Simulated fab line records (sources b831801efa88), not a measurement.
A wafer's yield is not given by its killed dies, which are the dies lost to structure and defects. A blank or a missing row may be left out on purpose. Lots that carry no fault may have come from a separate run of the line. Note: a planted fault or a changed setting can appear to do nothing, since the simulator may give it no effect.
Problem report, 8D (eight disciplines) form, completed by code :: flow sky130 :: the parts of the form that need people (team, actions taken, sign-off) are left out

1. WHAT IS WRONG
VT_ADJUST_LVTN_TW at SKY_VT_ADJUST_LVTN_TW_MEAS_10 reads a mean of 30.4 on 6 wafers of 2 lots; wafers without a fault read 242.9 with a standard deviation of 3. That puts it -71 standard deviations away from the usual mean.
The first sign was on wafer L342.2 at day 10 02:49, on film-metro-02. The record has a number at this step for 42 wafers belonging to 14 lots. By rule, "out" or "out of limits" means more than 4 standard deviations away from the usual mean. All remaining wafers that have a number are taken as sound.

2. WHAT IT IS AND WHAT IT IS NOT
question: which readings at this step
is: VT_ADJUST_LVTN_TW
is not: -

question: which lots
is: L342, L343
is not: L330, L331, L332, L333, L334, L335, L337, L339, L341, L347, L352, L353

question: which wafers of those lots
is: all that have a number
is not: -

question: read on which gauges
is: film-metro-02, film-metro-04
is not: film-metro-01

question: when
is: from day 10 02:49
is not: up to then (27 sound wafers); but 9 sound wafers of L347, L352, L353 came after

3. WHAT RULES OUT EACH SUSPECT
Counting: a tool stays on the suspect list if, at a process step up to the reading, it processed all lots that are out and no sound lot following the first of them.
- ruled out: the gauge at SKY_VT_ADJUST_LVTN_TW_MEAS_10. 2 gauges (film-metro-02, film-metro-04) read the wafers that are out.
- plasma-asher-03 at SKY_VT_ADJUST_HVTP_STRIP_10 (strips in O2/N2): ruled out as a lasting fault. After its first lot that is out, L342 (day 9 04:44), sound lots L347 ran on it.
Left after counting: nothing in the record.

4. THE CAUSE (what the simulator had put in)
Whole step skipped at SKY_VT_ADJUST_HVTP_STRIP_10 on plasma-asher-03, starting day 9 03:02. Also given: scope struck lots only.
It was ruled out by counting, in error; the rule expects a fault to strike all lots run on its tool from its start on, and this fault did not.

5. SEQUENCE OF EFFECTS, ordered by route
One row per reading whose mean, taken over the struck wafers that have a number, lies over 3 standard deviations from the usual. Scope: only readings with a usual standard deviation given in the record; hours: median across lots of the time from each lot's start at the first step in this table that gives one to its start at this step; sigmas: change in usual standard deviations.
hours: 0
step: SKY_VT_ADJUST_LVTN_STRIP_09
reading: strip-time-to-endpoint-s
usual: 36.88 s
on struck wafers: 53.75
change: +16.87
sigmas: +99 or more

hours: 0
step: SKY_VT_ADJUST_LVTN_TW_MEAS_10
reading: VT_ADJUST_LVTN_TW
usual: 242.9
on struck wafers: 30.4
change: -212.5
sigmas: -71
Here are the process steps it includes:
- SKY_VT_ADJUST_LVTN_STRIP_09: strips in O2/N2.
Readings that are blank on the struck wafers while sound wafers have them: chamber-pressure-mTorr at SKY_VT_ADJUST_HVTP_STRIP_10; drypump-motor-current-A at SKY_VT_ADJUST_HVTP_STRIP_10; oes-product-au at SKY_VT_ADJUST_HVTP_STRIP_10; strip-time-to-endpoint-s at SKY_VT_ADJUST_HVTP_STRIP_10.
Later measuring or inspecting steps at which every struck wafer that the step has a row for has a number for every such reading, and none has moved that far: SKY_VT_ADJUST_LVTN_TW_MEAS_21, SKY_SONOS_TUNNEL_TW_MEAS_12.

6. WHAT WOULD HAVE CAUGHT IT SOONER
Counted from the fault's start at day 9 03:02, it took 24 hours until the first out-of-limits reading at a measuring or inspecting step in this record, taken at day 10 02:49.
At SKY_VT_ADJUST_HVTP_STRIP_10 the tool's readings are blank on the struck wafers, where sound wafers have them: an empty tool record is the first sign, and it was there at once.
